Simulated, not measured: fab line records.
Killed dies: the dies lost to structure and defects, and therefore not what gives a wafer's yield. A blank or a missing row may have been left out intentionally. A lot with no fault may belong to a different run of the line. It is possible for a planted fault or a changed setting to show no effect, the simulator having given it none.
Problem report in the 8D (eight disciplines) form, filled by code / flow gf180mcu / the parts of the form that need people (team, actions taken, sign-off) are left out

== 1. THE ISSUE ==
Mean of oes product au at GF_M5_ETCH_09: 0.816 a.u. across 6 wafers in 2 lots; on wafers with no fault it is 1.002 a.u. (standard deviation 0.014). Measured from the usual mean, that is -13 standard deviations.
The step: etches Si3N4 in CF4/O2, target depth 52 nm, time 11.6 s.
First seen on wafer L156.2, day 31 02:26, on rie diel-04. The record holds 36 wafers of 12 lots with a number at this step. By rule, "out" or "out of limits" means more than 4 standard deviations away from the usual mean. All remaining wafers that have a number are taken as sound.

== 2. WHAT IT IS, AND WHAT IT ISN'T ==
question=which readings at this step | is=oes product au | is not=drypump motor current A
question=which lots | is=L156, L159 | is not=L142, L143, L144, L146, L148, L149, L150, L158, L162, L163
question=which wafers of those lots | is=all that have a number | is not=-
question=read on which tools | is=rie diel-04 | is not=rie diel-01, rie diel-03
question=when | is=from day 31 02:26 | is not=up to then (21 sound wafers); but 9 sound wafers of L158, L162, L163 came after

== 3. WHAT RULES OUT EACH SUSPECT ==
Counting: a tool stays on the suspect list if, at a process step up to the reading, it processed all lots that are out and no sound lot following the first of them.
- rie diel-04 at GF_M5_ETCH_09 (etches Si3N4 in CF4/O2, target depth 52 nm, time 11.6 s): kept. All lots that are out passed through it, beginning with L156 at day 31 02:26, and no sound lot followed; its final sound lot before that point was L149 at day 28 23:44. On those wafers its own readings are out: oes product au.
Remaining after the count: rie diel-04 at GF_M5_ETCH_09.

== 4. THE CAUSE (what the simulator had put in) ==
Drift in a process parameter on rie diel-04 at GF_M5_ETCH_09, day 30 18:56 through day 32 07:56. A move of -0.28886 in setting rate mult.
After counting, this tool was the only one left.

== 5. THE EFFECT CHAIN, in route order ==
Each row: a reading where the mean over the struck wafers with a number is more than 3 standard deviations away from the usual. Readings are gone through only where the record gives a usual standard deviation; hours: the median, over the lots, of the time from a lot's start at the first step in this table giving one to that lot's start at this step; sigmas: the change measured in usual standard deviations.
hours=0; step=GF_M5_ETCH_09; reading=oes product au; usual=1.002 a.u.; on struck wafers=0.816; change=-0.186; sigmas=-13
hours=0; step=GF_M5_ETCH_09; reading=throttle valve pct; usual=5.971 %; on struck wafers=5.921; change=-0.050; sigmas=-5.0
It contains these process steps:
- GF_M5_ETCH_09: etches Si3N4 in CF4/O2, target depth 52 nm, time 11.6 s.
Later steps that measure or inspect, where all struck wafers having a row at the step show a number for every such reading and not one has moved that far: GF_V5_THK_MEAS_03.

== 6. WHAT WOULD HAVE CAUGHT IT SOONER ==
In this record no reading fell out of limits until day 31 02:26, 8 hours after the fault had begun at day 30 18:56.
